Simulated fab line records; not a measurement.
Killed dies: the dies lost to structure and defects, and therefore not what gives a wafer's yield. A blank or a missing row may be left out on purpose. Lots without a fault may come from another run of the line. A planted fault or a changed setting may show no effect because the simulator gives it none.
A lot that was struck, set against a sound lot    flow sky130    16 steps out of a route of 708
Sound: wafers L146.1, L146.4, L146.6. Struck: wafers L154.1, L154.6. (L154.2 of the same lot was not struck and is left out.) The cause comes at the end.
Per side, at each step with rows, come the tool, then ch with its chambers, and then its first start. Under that, the readings that differ: sound wafers    struck wafers    difference of the means    sigmas: that difference in standard deviations of wafers without a fault.
alike: same words and numbers on both sides, and readings whose means sit less than 2 such deviations apart. not compared: any withheld reading, any reading some wafer has no value for, any bound like >300 that may hide the same value, and any number with overlapping values for which the record gives no deviation.
A row with sigmas, a row that says differs or no value, or rows on one side alone: a step with any of these is where the two part. When numbers do not overlap yet have no deviation, they are printed without sigmas and do not part them. Lack of a reading on every wafer of one side parts them only where that side has two or more wafers.

first, 8 steps without rows for these wafers: SKY_METAL1_DEHYDRATE_07 (time 60 s); SKY_METAL1_HMDS_08 (prime time 60 s); SKY_METAL1_COAT_09 (resist thk 60 nm); SKY_METAL1_COAT_10 (resist thk 450 nm); SKY_METAL1_SOFTBAKE_11 (time 90 s); SKY_METAL1_EXPOSE_12 (exposes mask MM1, target cd 140 nm); SKY_METAL1_PEB_13; SKY_METAL1_DEVELOP_14 (develop time 60 s).
SKY_METAL1_CD_MEAS_15: the cd target is 140 nm.
  struck on cd sem-01, day 36 16:34; sound on cd sem-01, day 34 01:23
reading     sound              struck       difference  sigmas
cd nm (nm)  140.7 140.5 142.9  136.7 137.7  -4.2        -3
SKY_METAL1_OVL_MEAS_16:
  struck on overlay-02, day 36 16:41; sound on overlay-02, day 34 01:30
  alike: METAL1_OVL
SKY_METAL1_DESCUM_17: chemistry O2, time 8 s.
  sound on rie metal-01 ch 0,1, day 34 01:32; struck on rie metal-02 ch 1, day 36 16:43
  alike: chamber pressure mTorr, drypump motor current A, oes product au
  not compared: rf hours counter h
SKY_METAL1_ETCH_18: etches BARC in N2/H2, stops on SiO2, time 45.9 s, target depth 60 nm.
  sound on rie metal-01 ch 0,1, day 34 01:34; struck on rie metal-02 ch 1, day 36 16:45
  alike: bias w, chamber pressure mTorr, drypump motor current A, oes product au, throttle valve pct
  not compared: rf hours counter h
SKY_METAL1_METAL_ETCH_19: etches the open film in Cl2/BCl3, stops on SiO2, target depth 360 nm, time 78 s.
  sound on rie metal-01 ch 0,1, day 34 01:38; struck on rie metal-02 ch 1, day 36 16:49
reading                                        sound              struck       difference  sigmas
bias w (W)                                     48.40 48.48 48.20  61.99 62.25  +13.76      +98
model.KrF-thick_of_METAL1_COAT_10.thk nm (nm)  151.6 161 148.9    131.2 131.6  -22.4       
model.SiO2_of_CONTACT_HDPCVD_02.thk nm (nm)    325.5 327.5 326.3  321.5 322.3  -4.5        
  alike: chamber pressure mTorr, drypump motor current A, oes product au, throttle valve pct
  not compared: rf hours counter h
SKY_METAL1_STRIP_20: strips in O2/N2.
  sound on plasma asher-02 ch 1, day 34 01:43; struck on plasma asher-02 ch 0,1, day 36 16:55
reading                       sound           struck     difference  sigmas
strip time to endpoint s (s)  2.62 2.73 2.59  2.39 2.41  -0.25       -5
  alike: chamber pressure mTorr, drypump motor current A, oes product au
  not compared: rf hours counter h
then, 1 step without rows for these wafers: SKY_METAL1_STRIP_21 (strips in post etch residue remover, time 1200 s).
-- the record jumps here: 12 days lie between the struck wafers' starts before and after (it left off in module METAL1 and takes up again in module PAD_OPEN, whose first step shown is number 708 of the route) --
SKY_PAD_OPEN_PROBE_99:
  struck on prober-01, day 48 19:56; sound on prober-02, day 46 16:15
  alike: defect limited yield, killed_at_M0_to_M3, killed_at_M4_up, killed at contacts, killed at front end, killed at other, killed dies, killed open, killed short, sort_bin_3_pad_short, sort_bin_5_function, sort_bin_6_memory, sort n pass, sort yield pct

== WHERE THEY PART ==
Last at SKY_METAL1_STRIP_20 as far as this record goes, first at SKY_METAL1_CD_MEAS_15. Later steps at which nothing parts them and some readings are alike: SKY_PAD_OPEN_PROBE_99.

WHY: the cause the simulator had injected
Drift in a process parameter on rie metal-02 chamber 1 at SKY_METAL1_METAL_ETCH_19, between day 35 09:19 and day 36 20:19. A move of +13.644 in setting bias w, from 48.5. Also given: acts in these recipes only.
